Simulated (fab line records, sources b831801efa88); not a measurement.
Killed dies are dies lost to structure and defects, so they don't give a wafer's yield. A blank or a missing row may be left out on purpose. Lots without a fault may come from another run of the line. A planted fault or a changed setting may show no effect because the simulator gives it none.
fab line records | flow gf180mcu
record lots=24 wafers=72 last_day=34
route steps=602 shown V1@356 V4@494 M5@534 V5@542 TOP_METAL@572
lots that met no fault: from a run of the same line without faults
start_h: hours from the record's first day to the start of the lot's first wafer shown | wait_h: hours since the lot's step before | " the same as in the row above | L1.1+2: a row that stands for several wafers | - no value, or no start given | * or withheld: withheld | < > ~ a bound
route shown NAME@n: a module of which the file shows steps, and the number in the route of the first | usual: mean/standard deviation of fault-free wafers | same: alike in all rows | chamber/n: place in a boat | sites: the reading at each site | _std_site: their standard deviation | _edge_site: outer sites' mean less inner sites' | radius_mm: how far each site lies from the wafer's centre | mask NAME#n: copy n | behind: the tool/chamber that last shaped the wafer | hold: why the lot was held/for how many hours/how that ended | device: the transistor (n, p or np) that didn't switch | end of line: the same wafers' tests at the end of the route | a step without rows: its recipe alone | killed: dies lost to structure and defects at the first sort, not the wafer's yield | map: a wafer's dies, x killed, . not, _ none there
set.NAME: the setting as run; set.NAME@STEP: as run at that earlier step | model.NAME: the simulator's own value behind a step, which no gauge read
steps of the route over a sample of lots; a table a step, a row a wafer
services: from which hour (start_h, from the record's first day; less than 0 if before it) a tool's chamber was out of use, for how many hours, and why
## steps
# step GF_V1_SPUTTER_21
# recipe material=Ti target_thk_nm=15 chamber_pressure_pa=5 power_w=2500 substrate_temp_c=200 time_s=80.02
# usual throttle_valve_pct=30.3/1
# columns lot.wafer tool chamber start_h wait_h throttle_valve_pct
L074.1 pvd_sputter-01 - 404.24 0.0 31.9
L074.5 " - " " 31.4
L074.6 " - " " 30.3
L075.3 pvd_sputter-01 - 420.48 0.0 30.1
L075.5 " - " " 31.9
L075.6 " - " " 31.1
L077.1 pvd_sputter-03 - 430.48 0.0 28.3
L077.3 " - " " 29.9
L077.4 " - " " 29.4
L076.1 pvd_sputter-01 - 437.58 0.0 31.5
L076.2 " - " " 31.1
L076.5 " - " " 31.2
L078.3 pvd_sputter-03 - 441.21 0.0 30.0
L078.4 " - " " 28.0
L078.5 " - " " 29.9
L079.2 pvd_sputter-01 - 452.97 0.0 31.2
L079.3 " - " " 31.3
L079.4 " - " " 29.9
L080.2 pvd_sputter-04 - 476.72 0.0 29.6
L080.3 " - " " 29.5
L080.5 " - " " 30.9
L081.3 pvd_sputter-04 - 478.60 0.0 30.9
L081.4 " - " " 29.1
L081.6 " - " " 29.3
L082.2 pvd_sputter-01 - 485.01 0.0 31.1
L082.3 " - " " 31.7
L082.4 " - " " 29.9
L083.1 pvd_sputter-03 - 490.70 0.0 28.2
L083.2 " - " " 29.3
L083.6 " - " " 28.5
L084.1 pvd_sputter-01 - 509.37 0.0 31.6
L084.2 " - " " 31.4
L084.6 " - " " 32.0
L085.1 pvd_sputter-03 - 511.02 0.0 28.4
L085.3 " - " " 29.6
L085.6 " - " " 29.4
L086.1 pvd_sputter-04 - 518.68 0.0 30.9
L086.2 " - " " 29.4
L086.3 " - " " 30.0
L087.1 pvd_sputter-03 - 526.46 0.0 28.3
L087.3 " - " " 30.0
L087.6 " - " " 29.9
L088.3 pvd_sputter-04 - 534.04 0.0 29.4
L088.5 " - " " 31.0
L088.6 " - " " 29.8
L089.2 pvd_sputter-01 - 541.51 0.0 31.0
L089.4 " - " " 31.7
L089.5 " - " " 31.2
L090.1 pvd_sputter-04 - 551.51 0.0 31.1
L090.2 " - " " 29.3
L090.5 " - " " 30.9
L091.1 pvd_sputter-03 - 560.26 0.0 30.3
L091.2 " - " " 28.2
L091.3 " - " " 29.4
L092.2 pvd_sputter-01 - 565.98 0.0 31.1
L092.3 " - " " 31.8
L092.6 " - " " 31.9
L093.3 pvd_sputter-03 - 571.54 0.0 29.8
L093.4 " - " " 29.1
L093.5 " - " " 29.2
L094.3 pvd_sputter-04 - 586.27 0.0 30.8
L094.5 " - " " 29.3
L094.6 " - " " 29.9
L095.1 pvd_sputter-01 - 593.23 0.0 31.3
L095.3 " - " " 31.8
L095.5 " - " " 31.4
L096.2 pvd_sputter-01 - 600.96 0.0 31.7
L096.3 " - " " 31.3
L096.6 " - " " 32.0
L097.3 pvd_sputter-01 - 605.01 0.0 31.1
L097.4 " - " " 31.2
L097.6 " - " " 31.2
# step GF_V1_SPUTTER_22
# recipe material=TiN target_thk_nm=10 chamber_pressure_pa=5 power_w=4000 time_s=40
# usual throttle_valve_pct=30.3/1
# columns lot.wafer tool chamber start_h wait_h throttle_valve_pct
L074.1 pvd_sputter-01 - 404.30 0.0 32.1
L074.5 " - " " 31.1
L074.6 " - " " 30.2
L075.3 pvd_sputter-01 - 420.54 0.0 30.5
L075.5 " - " " 32.0
L075.6 " - " " 30.9
L077.1 pvd_sputter-03 - 430.54 0.0 28.2
L077.3 " - " " 30.3
L077.4 " - " " 29.4
L076.1 pvd_sputter-01 - 437.64 0.0 31.2
L076.2 " - " " 31.1
L076.5 " - " " 31.1
L078.3 pvd_sputter-03 - 441.27 0.0 30.1
L078.4 " - " " 28.2
L078.5 " - " " 29.8
L079.2 pvd_sputter-01 - 453.04 0.0 31.1
L079.3 " - " " 31.4
L079.4 " - " " 30.2
L080.2 pvd_sputter-04 - 476.78 0.0 29.2
L080.3 " - " " 29.4
L080.5 " - " " 30.6
L081.3 pvd_sputter-04 - 478.66 0.0 30.9
L081.4 " - " " 29.2
L081.6 " - " " 29.5
L082.2 pvd_sputter-01 - 485.07 0.0 31.1
L082.3 " - " " 32.1
L082.4 " - " " 30.0
L083.1 pvd_sputter-03 - 490.77 0.0 28.0
L083.2 " - " " 29.6
L083.6 " - " " 28.1
L084.1 pvd_sputter-01 - 509.43 0.0 31.9
L084.2 " - " " 31.3
L084.6 " - " " 31.8
L085.1 pvd_sputter-03 - 511.08 0.0 28.4
L085.3 " - " " 29.6
L085.6 " - " " 29.3
L086.1 pvd_sputter-04 - 518.74 0.0 30.9
L086.2 " - " " 29.4
L086.3 " - " " 29.9
L087.1 pvd_sputter-03 - 526.53 0.0 28.3
L087.3 " - " " 29.8
L087.6 " - " " 29.8
L088.3 pvd_sputter-04 - 534.10 0.0 29.0
L088.5 " - " " 30.8
L088.6 " - " " 30.1
L089.2 pvd_sputter-01 - 541.57 0.0 31.3
L089.4 " - " " 31.9
L089.5 " - " " 31.2
L090.1 pvd_sputter-04 - 551.57 0.0 31.1
L090.2 " - " " 29.3
L090.5 " - " " 30.8
L091.1 pvd_sputter-03 - 560.32 0.0 30.1
L091.2 " - " " 28.4
L091.3 " - " " 29.3
L092.2 pvd_sputter-01 - 566.04 0.0 31.0
L092.3 " - " " 32.0
L092.6 " - " " 31.9
L093.3 pvd_sputter-03 - 571.60 0.0 29.7
L093.4 " - " " 29.1
L093.5 " - " " 29.4
L094.3 pvd_sputter-04 - 586.33 0.0 30.9
L094.5 " - " " 29.3
L094.6 " - " " 29.9
L095.1 pvd_sputter-01 - 593.29 0.0 31.0
L095.3 " - " " 31.9
L095.5 " - " " 31.3
L096.2 pvd_sputter-01 - 601.02 0.0 32.1
L096.3 " - " " 31.6
L096.6 " - " " 32.0
L097.3 pvd_sputter-01 - 605.07 0.0 31.0
L097.4 " - " " 31.2
L097.6 " - " " 31.0
# step GF_V4_STRIP_18
# recipe chemistry=O2/N2 power_w=1400 pressure_mtorr=1500 platen_temp_c=250 o2_flow_sccm=3000 n2_flow_sccm=300 overash_fraction=0.5
# usual drypump_motor_current_A=5.4/0.45 heater_power_w=322/38 n2_flow_sccm=300.1/0.88 oes_product_au=0.593/0.005
# columns lot.wafer tool chamber start_h wait_h drypump_motor_current_A heater_power_w n2_flow_sccm oes_product_au rf_hours_counter_h
L074.1 plasma_asher-02 0 554.58 - 4.9 305 301.1 0.595 48
L074.5 " 1 " " 5.7 265 299.1 0.589 -
L074.6 " 0 " " 4.9 314 299.8 0.593 -
L075.3 plasma_asher-01 0 569.41 - 5.5 325 301.5 0.595 -
L075.5 " 0 " " 5.5 317 301.0 0.595 -
L075.6 " 1 " " 6.2 310 298.9 0.594 -
L077.1 plasma_asher-02 0 580.13 - 4.9 309 299.7 0.582 51
L077.3 " 0 " " 4.9 300 300.4 0.599 -
L077.4 " 1 " " 5.7 252 300.5 0.589 -
L076.1 plasma_asher-01 1 584.58 - 6.2 305 298.7 0.596 93
L076.2 " 0 " " 5.5 316 300.5 0.594 93
L076.5 " 0 " " 5.5 320 300.4 0.592 -
L078.3 plasma_asher-01 0 587.51 - 5.5 319 299.4 0.595 -
L078.4 " 1 " " 6.2 311 299.5 0.595 -
L078.5 " 1 " " 6.2 309 301.2 0.595 -
L079.2 plasma_asher-02 1 597.98 - 5.7 262 299.8 0.594 53
L079.3 " 1 " " 5.7 272 299.9 0.593 -
L079.4 " 0 " " 4.9 312 300.0 0.601 -
L080.2 plasma_asher-04 1 619.58 - 5.4 331 299.8 0.588 19
L080.3 " 0 " " 4.9 395 299.7 0.594 -
L080.5 " 1 " " 5.5 335 299.5 0.601 -
L081.3 plasma_asher-01 0 621.61 - 5.5 314 300.9 0.597 -
L081.4 " 1 " " 6.2 312 301.4 0.589 -
L081.6 " 1 " " 6.2 317 301.3 0.595 -
L082.2 plasma_asher-04 0 626.53 - 4.9 379 300.1 0.591 20
L082.3 " 0 " " 4.9 385 299.2 0.589 -
L082.4 " 1 " " 5.4 335 300.4 0.598 -
L083.1 plasma_asher-04 1 631.38 - 5.5 335 301.1 0.601 21
L083.2 " 0 " " 4.9 384 300.3 0.594 21
L083.6 " 1 " " 5.5 329 301.2 0.591 -
L084.1 plasma_asher-02 1 648.03 - 5.7 253 301.3 0.597 59
L084.2 " 0 " " 4.9 311 299.0 0.601 59
L084.6 " 1 " " 5.7 266 301.2 0.591 -
L085.1 plasma_asher-04 1 650.48 - 5.4 330 300.0 0.589 23
L085.3 " 1 " " 5.4 337 301.1 0.597 -
L085.6 " 0 " " 4.9 389 299.7 0.588 -
L086.1 plasma_asher-04 0 659.03 - 4.9 384 299.0 0.581 23
L086.2 " 1 " " 5.4 330 300.2 0.593 23
L086.3 " 0 " " 4.9 375 298.9 0.597 -
L087.1 plasma_asher-02 1 661.68 - 5.7 258 302.2 0.595 60
L087.3 " 1 " " 5.7 259 301.0 0.595 -
L087.6 " 0 " " 4.8 315 299.8 0.591 -
L088.3 plasma_asher-02 0 668.66 - 4.9 310 298.6 0.593 -
L088.5 " 0 " " 4.9 310 300.1 0.593 -
L088.6 " 1 " " 5.7 260 300.2 0.592 -
L089.2 plasma_asher-04 0 675.33 - 4.9 381 300.9 0.592 25
L089.4 " 1 " " 5.4 333 299.8 0.584 -
L089.5 " 0 " " 4.9 388 300.5 0.589 -
L090.1 plasma_asher-04 0 684.53 - 4.9 379 299.0 0.591 26
L090.2 " 1 " " 5.4 333 300.3 0.590 26
L090.5 " 0 " " 4.9 382 299.6 0.596 -
L091.1 plasma_asher-04 1 693.48 - 5.5 331 300.7 0.588 27
L091.2 " 0 " " 4.9 381 301.6 0.594 27
L091.3 " 1 " " 5.4 333 300.3 0.589 -
L092.2 plasma_asher-01 1 697.62 - 6.2 310 299.9 0.590 104
L092.3 " 0 " " 5.5 327 300.7 0.599 -
L092.6 " 0 " " 5.5 318 300.5 0.592 -
L093.3 plasma_asher-01 1 701.86 - 6.2 306 300.2 0.592 -
L093.4 " 0 " " 5.5 320 301.8 0.600 -
L093.5 " 1 " " 6.2 306 300.8 0.590 -
L094.3 plasma_asher-02 1 711.91 - 5.7 262 299.6 0.591 -
L094.5 " 1 " " 5.7 268 299.5 0.587 -
L094.6 " 0 " " 4.9 314 299.2 0.585 -
L095.1 plasma_asher-01 0 720.42 - 5.5 324 300.5 0.584 107
L095.3 " 1 " " 6.2 316 299.1 0.590 -
L095.5 " 1 " " 6.2 319 299.4 0.599 -
L096.2 plasma_asher-04 0 728.42 - 4.9 383 300.4 0.589 31
L096.3 " 1 " " 5.4 327 297.8 0.601 -
L096.6 " 1 " " 5.4 330 300.3 0.592 -
L097.3 plasma_asher-02 0 730.66 - 4.9 321 301.2 0.585 -
L097.4 " 1 " " 5.7 255 300.0 0.584 -
L097.6 " 1 " " 5.7 262 298.9 0.595 -
# step GF_M5_OVL_MEAS_08
# usual M5_OVL=-6/4.3
# columns lot.wafer tool chamber start_h wait_h M5_OVL[nm]
L074.1 overlay-02 - 599.93 0.1 -6
L074.5 " - " " -3
L074.6 " - " " -7
L075.3 overlay-01 - 613.83 0.1 -2
L075.5 " - " " -10
L075.6 " - " " -2
L077.1 overlay-02 - 624.41 0.1 -4
L077.3 " - " " -2
L077.4 " - " " -6
L076.1 overlay-02 - 629.26 0.1 -2
L076.2 " - " " -3
L076.5 " - " " -4
L078.3 overlay-01 - 631.09 0.1 -7
L078.4 " - " " -4
L078.5 " - " " -6
L079.2 overlay-01 - 642.44 0.1 -1
L079.3 " - " " -3
L079.4 " - " " -4
L080.2 overlay-02 - 662.24 0.1 -3
L080.3 " - " " -2
L080.5 " - " " -3
L081.3 overlay-01 - 664.07 0.1 -15
L081.4 " - " " -10
L081.6 " - " " -11
L082.2 overlay-01 - 668.39 0.1 -5
L082.3 " - " " -5
L082.4 " - " " -8
L083.1 overlay-01 - 673.48 0.1 -5
L083.2 " - " " -12
L083.6 " - " " -10
L084.1 overlay-02 - 687.38 0.1 -7
L084.2 " - " " -6
L084.6 " - " " -9
L085.1 overlay-02 - 691.06 0.1 -8
L085.3 " - " " -8
L085.6 " - " " -3
L086.1 overlay-02 - 699.11 0.1 -10
L086.2 " - " " -16
L086.3 " - " " -9
L087.1 overlay-02 - 702.01 0.1 -9
L087.3 " - " " -8
L087.6 " - " " -13
L088.3 overlay-01 - 708.17 0.1 -5
L088.5 " - " " -6
L088.6 " - " " 2
L089.2 overlay-02 - 713.67 0.1 -7
L089.4 " - " " -7
L089.5 " - " " -5
L090.1 overlay-02 - 723.51 0.1 -6
L090.2 " - " " -1
L090.5 " - " " -2
L091.1 overlay-02 - 731.58 0.1 -4
L091.2 " - " " -9
L091.3 " - " " -8
L092.2 overlay-02 - 735.69 0.1 -8
L092.3 " - " " -9
L092.6 " - " " -4
L093.3 overlay-01 - 739.02 0.1 -1
L093.4 " - " " 2
L093.5 " - " " -1
L094.3 overlay-02 - 748.88 0.1 -8
L094.5 " - " " -8
L094.6 " - " " -13
L095.1 overlay-02 - 756.53 0.1 -3
L095.3 " - " " -7
L095.5 " - " " -9
L096.2 overlay-01 - 763.04 0.1 -8
L096.3 " - " " -14
L096.6 " - " " -11
L097.3 overlay-02 - 766.07 0.1 -1
L097.4 " - " " -8
L097.6 " - " " -5
# step GF_V5_CVD_02
# recipe material=SiO2 target_thk_nm=1450 precursor=TEOS temp_c=400 time_s=163.28 rf_w=600
# usual heater_power_outer_w=380/82 heater_power_w=658/110
# columns lot.wafer tool chamber start_h wait_h heater_power_outer_w heater_power_w
L074.1 pecvd-01 1 600.76 0.1 433 696
L074.5 " 2 " " 592 911
L074.6 " 1 " " 318 569
L075.3 pecvd-01 2 614.64 0.0 581 903
L075.5 " 0 " " 440 798
L075.6 " 1 " " 426 675
L077.1 pecvd-03 1 625.25 0.1 286 601
L077.3 " 0 " " 292 458
L077.4 " 1 " " 335 665
L076.1 pecvd-01 2 630.10 0.1 496 792
L076.2 " 1 " " 409 653
L076.5 " 1 " " 326 557
L078.3 pecvd-02 0 631.91 0.0 316 580
L078.4 " 0 " " 233 442
L078.5 " 2 " " 517 809
L079.2 pecvd-03 0 643.39 0.0 277 455
L079.3 " 1 " " 268 580
L079.4 " 0 " " 331 557
L080.2 pecvd-01 0 663.08 0.0 439 770
L080.3 " 1 " " 342 561
L080.5 " 0 " " 324 617
L081.3 pecvd-03 1 665.02 0.0 328 649
L081.4 " 1 " " 245 543
L081.6 " 2 " " 319 591
L082.2 pecvd-03 2 669.21 0.0 425 725
L082.3 " 1 " " 304 614
L082.4 " 0 " " 356 547
L083.1 pecvd-01 0 674.44 0.1 388 705
L083.2 " 2 " " 517 857
L083.6 " 1 " " 329 552
L084.1 pecvd-03 1 688.37 0.1 324 654
L084.2 " 2 " " 411 729
L084.6 " 1 " " 240 538
L085.1 pecvd-02 1 692.03 0.1 382 687
L085.3 " 0 " " 267 502
L085.6 " 1 " " 294 573
L086.1 pecvd-01 2 700.41 0.1 463 766
L086.2 " 1 " " 416 655
L086.3 " 0 " " 339 638
L087.1 pecvd-01 1 703.31 0.1 370 619
L087.3 " 2 " " 482 772
L087.6 " 1 " " 421 679
L088.3 pecvd-03 2 709.17 0.0 362 650
L088.5 " 0 " " 376 563
L088.6 " 1 " " 245 546
L089.2 pecvd-02 0 714.62 0.0 275 518
L089.4 " 2 " " 398 656
L089.5 " 1 " " 392 710
L090.1 pecvd-03 0 724.38 0.1 330 502
L090.2 " 2 " " 411 723
L090.5 " 2 " " 315 604
L091.1 pecvd-01 1 732.41 0.1 393 640
L091.2 " 0 " " 402 713
L091.3 " 2 " " 566 882
L092.2 pecvd-01 1 736.59 0.0 421 693
L092.3 " 0 " " 439 752
L092.6 " 0 " " 325 610
L093.3 pecvd-02 2 740.00 0.0 429 694
L093.4 " 1 " " 295 594
L093.5 " 2 " " 503 781
L094.3 pecvd-03 0 749.88 0.0 312 508
L094.5 " 2 " " 303 585
L094.6 " 1 " " 243 537
L095.1 pecvd-03 0 757.36 0.1 373 583
L095.3 " 2 " " 339 619
L095.5 " 2 " " 407 707
L096.2 pecvd-03 1 763.99 0.0 309 634
L096.3 " 2 " " 367 637
L096.6 " 0 " " 375 576
L097.3 pecvd-01 1 767.01 0.0 357 611
L097.4 " 1 " " 426 658
L097.6 " 2 " " 426 723
# step GF_TOP_METAL_RS_MEAS_05
# recipe thk_meas_gauge=four-point-probe reads=TiN_of_TOP_METAL_SPUTTER_04+Ti_of_TOP_METAL_SPUTTER_03+AlCu_of_TOP_METAL_SPUTTER_02+TiN_of_TOP_METAL_SPUTTER_01+Ti_of_TOP_METAL_SPUTTER_00
# usual TOP_METAL_ALCU_RS=0.0329/0.00031
# columns lot.wafer tool chamber start_h wait_h TOP_METAL_ALCU_RS[ohm/sq]
L074.1 film_metro-02 - 624.17 0.0 0.0329
L074.5 " - " " 0.0330
L074.6 " - " " 0.0327
L075.3 film_metro-04 - 638.65 0.1 0.0329
L075.5 " - " " 0.0327
L075.6 " - " " 0.0331
L077.1 film_metro-04 - 648.11 0.0 0.0324
L077.3 " - " " 0.0329
L077.4 " - " " 0.0324
L076.1 film_metro-02 - 652.66 0.0 0.0329
L076.2 " - " " 0.0333
L076.5 " - " " 0.0326
L078.3 film_metro-02 - 654.87 0.1 0.0331
L078.4 " - " " 0.0334
L078.5 " - " " 0.0332
L079.2 film_metro-02 - 664.57 0.0 0.0326
L079.3 " - " " 0.0327
L079.4 " - " " 0.0325
L080.2 film_metro-04 - 684.92 0.0 0.0332
L080.3 " - " " 0.0331
L080.5 " - " " 0.0325
L081.3 film_metro-02 - 686.39 0.1 0.0332
L081.4 " - " " 0.0326
L081.6 " - " " 0.0327
L082.2 film_metro-02 - 690.65 0.0 0.0328
L082.3 " - " " 0.0326
L082.4 " - " " 0.0328
L083.1 film_metro-04 - 695.16 0.0 0.0324
L083.2 " - " " 0.0330
L083.6 " - " " 0.0326
L084.1 film_metro-02 - 709.33 0.0 0.0336
L084.2 " - " " 0.0330
L084.6 " - " " 0.0331
L085.1 film_metro-02 - 712.49 0.0 0.0329
L085.3 " - " " 0.0323
L085.6 " - " " 0.0332
L086.1 film_metro-04 - 720.48 0.0 0.0330
L086.2 " - " " 0.0326
L086.3 " - " " 0.0328
L087.1 film_metro-03 - 723.31 0.0 0.0329
L087.3 " - " " 0.0331
L087.6 " - " " 0.0328
L088.3 film_metro-04 - 729.36 0.1 0.0328
L088.5 " - " " 0.0328
L088.6 " - " " 0.0328
L089.2 film_metro-04 - 734.65 0.0 0.0331
L089.4 " - " " 0.0326
L089.5 " - " " 0.0330
L090.1 film_metro-03 - 743.41 0.0 0.0328
L090.2 " - " " 0.0330
L090.5 " - " " 0.0328
L091.1 film_metro-02 - 751.59 0.0 0.0327
L091.2 " - " " 0.0325
L091.3 " - " " 0.0328
L092.2 film_metro-03 - 755.64 0.0 0.0333
L092.3 " - " " 0.0331
L092.6 " - " " 0.0335
L093.3 film_metro-03 - 758.91 0.1 0.0326
L093.4 " - " " 0.0331
L093.5 " - " " 0.0330
L094.3 film_metro-02 - 768.40 0.1 0.0335
L094.5 " - " " 0.0332
L094.6 " - " " 0.0329
L095.1 film_metro-03 - 775.61 0.0 0.0324
L095.3 " - " " 0.0322
L095.5 " - " " 0.0326
L096.2 film_metro-04 - 781.57 0.0 0.0333
L096.3 " - " " 0.0334
L096.6 " - " " 0.0332
L097.3 film_metro-04 - 785.36 0.1 0.0331
L097.4 " - " " 0.0327
L097.6 " - " " 0.0328
## services
# columns tool chamber start_h hours kind
pecvd-03 - 403.01 62.7 repair
pvd_sputter-04 - 406.63 0.6 repair
pvd_sputter-03 - 422.02 0.7 repair
pvd_sputter-04 - 432.73 2.1 repair
pecvd-03 - 435.62 0.6 repair
pvd_sputter-04 - 443.83 5.2 repair
pvd_sputter-04 - 467.07 6.6 repair
pvd_sputter-01 - 491.49 1.6 repair
pecvd-03 2 492.69 26.3 repair
pecvd-01 - 566.51 0.6 repair
pvd_sputter-04 - 569.57 11.1 repair
pecvd-03 - 572.70 2.8 pm
pecvd-03 - 586.19 0.3 repair
pvd_sputter-03 - 598.66 4.5 repair
pecvd-01 - 627.10 2.8 pm
pecvd-03 - 643.85 1.8 repair
pvd_sputter-01 - 650.43 9.1 repair
pecvd-03 - 653.35 4.0 pm
pvd_sputter-04 - 659.24 1.4 repair
pvd_sputter-01 - 676.46 5.7 repair
pvd_sputter-01 - 731.88 1.9 repair
pecvd-03 0 757.67 4.2 repair
pecvd-01 2 758.97 5.3 repair
pvd_sputter-03 - 764.35 3.2 repair
## key
fault none
